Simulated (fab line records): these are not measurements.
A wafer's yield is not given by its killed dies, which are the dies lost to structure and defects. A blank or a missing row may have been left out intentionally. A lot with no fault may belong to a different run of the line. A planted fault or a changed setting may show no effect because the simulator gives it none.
Chamber matching -- flow sky130 -- SKY_VIA2_ETCH_15 on rieDiel-03 has 4 sister chambers
The step etches SiO2 in C4F8/O2/Ar, stops on TiN, target depth 546 nm, time 84 s. 22 wafers are shown with their chamber, then 11 later ones without.

== WAFERS PAIRED WITH THEIR CHAMBERS ==
wafer,chamber,oesProductAu (a.u.)
L075.2,2,0.938
L075.3,3,0.941
L075.6,1,0.943
L076.1,0,0.939
L076.3,3,0.940
L076.4,2,0.933
L077.1,1,0.936
L077.4,3,0.929
L077.5,1,0.938
L079.3,3,0.924
L079.4,3,0.942
L079.6,1,0.935
L080.1,0,0.941
L080.4,3,0.935
L080.5,3,0.942
L082.2,0,0.941
L082.3,1,0.942
L082.5,0,0.936
L085.1,2,0.938
L085.5,1,0.945
L085.6,0,0.932
L088.2,0,0.935

SIGNATURES (means of the wafers above)
reading,chamber 0,chamber 1,chamber 2,chamber 3,scatter within a chamber
oesProductAu,0.93733,0.93983,0.93633,0.93614,0.00512
Rule: a wafer lies at a distance from a chamber equal to the root of the sum of squares, over the readings, of (its reading less the chamber's mean, divided by the reading's scatter). The wafer belongs to the nearest chamber; if the next one is less than 2 further off, it can't be placed. The scatter: take each reading less its chamber's mean, square it, sum over the shown wafers, divide by the number of wafers less the number of chambers, and take the root.

== WAFERS WITHOUT THEIR CHAMBER ==
wafer,oesProductAu (a.u.)
L088.3,0.939
L088.5,0.944
L089.1,0.935
L089.4,0.941
L089.5,0.935
L091.1,0.937
L091.2,0.932
L091.4,0.940
L097.1,0.951
L097.3,0.937
L097.5,0.936

== WHICH CHAMBER EACH WENT THROUGH ==
wafer,from the rows above,in truth
L088.3,can't be placed: 1 or 0 or 2 or 3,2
L088.5,can't be placed: 1 or 0 or 2 or 3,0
L089.1,can't be placed: 3 or 2 or 0 or 1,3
L089.4,can't be placed: 1 or 0 or 2 or 3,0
L089.5,can't be placed: 3 or 2 or 0 or 1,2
L091.1,can't be placed: 0 or 2 or 3 or 1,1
L091.2,can't be placed: 3 or 2 or 0 or 1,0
L091.4,can't be placed: 1 or 0 or 2 or 3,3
L097.1,can't be placed: 1 or 0 or 2 or 3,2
L097.3,can't be placed: 0 or 2 or 3 or 1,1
L097.5,can't be placed: 3 or 2 or 0 or 1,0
0 of 11 placed correctly. Cannot be placed on the basis of these rows: 11; the candidates contain the true chamber in 11. Number placed wrongly: 0.
